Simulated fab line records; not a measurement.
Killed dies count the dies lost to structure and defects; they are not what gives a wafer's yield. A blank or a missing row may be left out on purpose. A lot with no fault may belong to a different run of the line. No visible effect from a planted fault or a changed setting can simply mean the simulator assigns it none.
Which tool did it? ; flow gf180mcu ; 18 wafers from 6 lots sampled at 3 of the route's 602 steps

## WHAT THE GAUGES SHOWED, per wafer
GF_HV_LDD_TW_MEAS_50.
lot;measured;on;HV_LDD_4_TW
L773;day 12 16:55;film_metro-04;569 571 574
L777;day 14 01:58;film_metro-04;570 571 568
L779;day 14 17:22;film_metro-04;571 567 571
L789;day 18 04:52;film_metro-03;508 508 508 506 507 511
L791;day 18 20:54;film_metro-03;567 565 566
L795;day 20 04:22;film_metro-03;568 566 568

## WHAT TOOL EACH LOT RAN ON (gives the tool, then ch and the chambers of the sampled wafers, and finally the start)
lot;GF_POLY_GATE_ETCH_12;GF_HV_LDD_IMPLANT_48
L773;rie_diel-04 ch 1,2,3, day 9 11:46;implanter-03 ch 0, day 12 16:40
L777;rie_diel-02 ch 0,1,3, day 10 18:06;implanter-03 ch 0, day 14 01:43
L779;rie_diel-04 ch 1,2,3, day 11 04:09;implanter-02 ch 0, day 14 17:09
L789;rie_diel-02 ch 2,3, day 14 08:25;implanter-01 ch 0, day 18 04:37
L791;rie_diel-04 ch 2,3, day 14 21:27;implanter-03 ch 0, day 18 20:39
L795;rie_diel-04 ch 1,2,3, day 16 01:16;implanter-02 ch 0, day 20 04:08
- GF_POLY_GATE_ETCH_12: etches BARC in N2/H2.
- GF_HV_LDD_IMPLANT_48

## THE ANSWER, worked out from the rows above alone
Rule: what is usual is taken from the lots themselves. The widest of any qualifying gaps counts: lots, ordered by their means at a reading, are off when they make up no more than a third of the lots, leave a main group of 4 or more, and stand apart from it by 3 or more times the standard deviation of that group's means. A main group whose means are all the same, to the digits that the tables above print for the reading, isn't used. Also off: a lot with no number at a reading for which 4 or more lots have one. All remaining lots with rows at the step are treated as sound.
Off: L789, seen at GF_HV_LDD_TW_MEAS_50 (HV_LDD_4_TW). For the main group the mean is 569 and the standard deviation 1.9.
A tool fits if, at a process step before that reading, it ran every lot that is off, and no sound lot after the first of them. Those tools and the gauges at GF_HV_LDD_TW_MEAS_50 are tried in the same way. Undecided on this evidence; 2 tools fit (rie_diel-02 at GF_POLY_GATE_ETCH_12, implanter-01 at GF_HV_LDD_IMPLANT_48).

## WHAT THE SIMULATOR HAD PUT IN
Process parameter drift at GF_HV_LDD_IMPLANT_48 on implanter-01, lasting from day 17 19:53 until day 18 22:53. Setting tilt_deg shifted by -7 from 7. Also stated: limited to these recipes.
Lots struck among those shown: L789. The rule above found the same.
